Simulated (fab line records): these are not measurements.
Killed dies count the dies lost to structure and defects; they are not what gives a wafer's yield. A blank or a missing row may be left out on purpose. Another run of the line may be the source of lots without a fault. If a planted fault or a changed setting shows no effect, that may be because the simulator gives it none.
Struck lot and sound lot, side by side + flow sfq-line + 42 steps out of a route of 325
Sound: the wafers L905.2, L905.3, L905.4. Wafers struck: L913.1, L913.2, L913.3. The cause is given at the end.
At each step with rows: each side's tool, then ch and its chambers, then its first start. Under that, the readings that differ: sound wafers + struck wafers + difference of the means + sigmas: that difference in standard deviations of wafers without a fault.
alike: a reading whose means differ by less than 2 such deviations, as well as words and numbers matching on both sides. not compared: withheld readings; readings where some wafer has no value; bounds like >300 that might hide an equal value; numbers whose values overlap and for which the record gives no deviation.
The two part at a step that has a row with sigmas, a row that says differs or no value, or rows on one side only. Numbers that have no deviation but don't overlap get no sigmas and don't part them. A reading that every wafer of one side lacks parts them only if that side has two wafers or more.

first, 6 steps without rows for these wafers: SFQ_TRILAYER_I6_VIA_LITHO_COAT_174 (resist thk 62 nm); SFQ_TRILAYER_I6_VIA_LITHO_COAT_169 (resist thk 650 nm); SFQ_TRILAYER_I6_VIA_LITHO_SOFTBAKE_173; SFQ_TRILAYER_I6_VIA_LITHO_EXPOSE_170 (exposes mask I6, target cd 700 nm); SFQ_TRILAYER_I6_VIA_LITHO_PEB_172 (peb time 60 s); SFQ_TRILAYER_I6_VIA_LITHO_DEVELOP_171 (time 60 s).
SFQ_I6_OVL_MEAS_942:
  sound on overlay-01, day 77 00:30; struck on overlay-01, day 80 04:37
  alike: I6_OVL
then, 2 steps without rows for these wafers: SFQ_TRILAYER_I6_VIA_BARC_OPEN_VIA_ETCH_235 (etches BARC in O2, target depth 125 nm, time 43.26 s); SFQ_TRILAYER_I6_VIA_ETCH_VIA_ETCH_172 (etches SiO2 in CHF3, stops on Nb, target depth 260 nm).
SFQ_TRILAYER_I6_VIA_STRIP_STRIP_173: strips in O2.
  sound on rie-metal-02 ch 0,1, day 77 00:41; struck on rie-metal-04 ch 0,1, day 80 04:49
  alike: drypump-motor-current-A, oes-product-au
  not compared: rf-hours-counter-h
then, 2 steps without rows for these wafers: SFQ_TRILAYER_I6_VIA_STRIP_SOLV_CLEAN_174 (cleans in NMP, time 600 s); SFQ_TRILAYER_M7_DEP_PRE_CLEAN_176 (time 22.5 s).
SFQ_TRILAYER_M7_DEP_SPUTTER_175: material Nb, target thk 200 nm, time 133.3 s.
  sound on pvd-sputter-05, day 77 01:29; struck on pvd-sputter-03, day 80 05:37
| reading                                             | sound                | struck               | difference | sigmas      |
|-----------------------------------------------------|----------------------|----------------------|------------|-------------|
| cathode-dc-power-W (W)                              | 1999.5 1999.9 1999.9 | 2934.0 2934.3 2933.3 | +934.1     | +99 or more |
| model.Nb_of_TRILAYER_M7_DEP_SPUTTER_175.thk-nm (nm) | 199.1 198.7 198.9    | 293.3 293.9 291.8    | +94.1      |             |
  alike: chamber-pressure-pa, throttle-valve-pct
SFQ_M7_RS_MEAS_943: measures by four-point-probe.
  sound on film-metro-03, day 77 01:36; struck on film-metro-03, day 80 05:42
| reading           | sound             | struck            | difference | sigmas |
|-------------------|-------------------|-------------------|------------|--------|
| M7_NB_RS (ohm/sq) | 0.895 0.898 0.896 | 0.604 0.604 0.608 | -0.291     | -31    |
then, 6 steps without rows for these wafers: SFQ_TRILAYER_M7_LITHO_COAT_182 (resist thk 62 nm); SFQ_TRILAYER_M7_LITHO_COAT_177 (resist thk 600 nm); SFQ_TRILAYER_M7_LITHO_SOFTBAKE_181; SFQ_TRILAYER_M7_LITHO_EXPOSE_178 (exposes mask M7, target cd 500 nm); SFQ_TRILAYER_M7_LITHO_PEB_180 (peb time 60 s); SFQ_TRILAYER_M7_LITHO_DEVELOP_179 (time 60 s).
-- the record jumps here: 4 days lie between the struck wafers' starts before and after --
SFQ_M7_OVL_MEAS_945:
  sound on overlay-02, day 81 13:54; struck on overlay-02, day 84 13:04
  alike: M7_OVL
then, 1 step without rows for these wafers: SFQ_TRILAYER_M7_BARC_OPEN_METAL_ETCH_229 (etches BARC in O2, target depth 125 nm, time 41.7 s).
SFQ_TRILAYER_M7_ETCH_METAL_ETCH_180: etches Nb in Cl2/Ar, stops on SiO2, target depth 240 nm, time 120 s.
  sound on rie-metal-02 ch 0,1, day 81 13:59; struck on rie-metal-01 ch 0,1, day 84 13:09
| reading               | sound             | struck            | difference | sigmas |
|-----------------------|-------------------|-------------------|------------|--------|
| oes-product-au (a.u.) | 0.890 0.887 0.886 | 0.998 1.001 1.002 | +0.113     | +16    |
  alike: drypump-motor-current-A
  not compared: rf-hours-counter-h
then, 2 steps without rows for these wafers: SFQ_TRILAYER_M7_STRIP_STRIP_181 (strips in O2); SFQ_TRILAYER_M7_STRIP_SOLV_CLEAN_182 (cleans in NMP, time 600 s).
SFQ_TRILAYER_I7_DEP_PECVD_183: deposits SiO2 from SiH4/N2O, time 111.11 s, target thk 500 nm.
  sound on pecvd-01 ch 1,2, day 81 14:53; struck on pecvd-03 ch 0,1,2, day 84 14:03
  alike: heater-power-w, throttle-valve-pct
then, 1 step without rows for these wafers: SFQ_TRILAYER_I7_CMP_CMP_184 (polishes SiO2).
SFQ_I7_BOW_MEAS_946:
  sound on film-metro-02, day 81 17:59; struck on film-metro-02, day 84 18:34
  alike: I7_BOW
then, 7 steps without rows for these wafers: SFQ_TRILAYER_I7_METRO_MEASURE_185; SFQ_TRILAYER_I7_VIA_LITHO_COAT_192 (resist thk 62 nm); SFQ_TRILAYER_I7_VIA_LITHO_COAT_187 (resist thk 650 nm); SFQ_TRILAYER_I7_VIA_LITHO_SOFTBAKE_191; SFQ_TRILAYER_I7_VIA_LITHO_EXPOSE_188 (exposes mask I7, target cd 1000 nm); SFQ_TRILAYER_I7_VIA_LITHO_PEB_190 (peb time 60 s); SFQ_TRILAYER_I7_VIA_LITHO_DEVELOP_189 (time 60 s).
-- the record jumps here: 5 days lie between the struck wafers' starts before and after --
SFQ_I7_OVL_MEAS_947:
  sound on overlay-02, day 85 23:52; struck on overlay-01, day 89 06:55
  alike: I7_OVL
SFQ_TRILAYER_I7_VIA_BARC_OPEN_VIA_ETCH_260: etches BARC in O2, target depth 125 nm, time 41.7 s.
  sound on rie-diel-04 ch 1,2,3, day 85 23:53; struck on rie-diel-04 ch 0,2,3, day 89 06:57
  alike: drypump-motor-current-A, oes-product-au
  not compared: rf-hours-counter-h
SFQ_TRILAYER_I7_VIA_ETCH_VIA_ETCH_190: etches SiO2 in CHF3, stops on Nb, target depth 260 nm.
  sound on rie-diel-04 ch 1,2,3, day 85 23:56; struck on rie-diel-04 ch 0,2,3, day 89 06:59
  alike: drypump-motor-current-A, oes-product-au
SFQ_TRILAYER_I7_VIA_STRIP_STRIP_191: strips in O2.
  sound on rie-metal-04 ch 1, day 86 00:15; struck on rie-metal-02 ch 0,1, day 89 07:07
| reading                     | sound          | struck         | difference | sigmas |
|-----------------------------|----------------|----------------|------------|--------|
| drypump-motor-current-A (A) | 6.39 6.40 6.39 | 5.49 6.03 5.49 | -0.72      | -3     |
  alike: oes-product-au
  not compared: rf-hours-counter-h
then, 2 steps without rows for these wafers: SFQ_TRILAYER_I7_VIA_STRIP_SOLV_CLEAN_192 (cleans in NMP, time 600 s); SFQ_TRILAYER_M8_LITHO_LOR_COAT_197.
SFQ_M8_BOW_MEAS_951:
  sound on film-metro-04, day 86 05:23; struck on film-metro-02, day 89 11:49
| reading                       | sound                | struck               | difference | sigmas |
|-------------------------------|----------------------|----------------------|------------|--------|
| model.etest.m7.comb-log10-ohm | 12 12 12             | 0 0 0                | -12        |        |
| model.etest.m7.ohm-sq         | 0.8946 0.8964 0.8954 | 0.6071 0.6059 0.6102 | -0.2877    |        |
  alike: M8_BOW

## WHERE THEY PART
At SFQ_TRILAYER_M7_DEP_SPUTTER_175 first; at SFQ_TRILAYER_I7_VIA_STRIP_STRIP_191 last (within this record only). Later steps at which nothing parts them and some readings are alike: SFQ_M8_BOW_MEAS_951.

WHY: what had been put in by the simulator
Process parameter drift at SFQ_TRILAYER_M7_DEP_SPUTTER_175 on pvd-sputter-03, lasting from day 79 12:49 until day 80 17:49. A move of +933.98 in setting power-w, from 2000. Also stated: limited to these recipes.
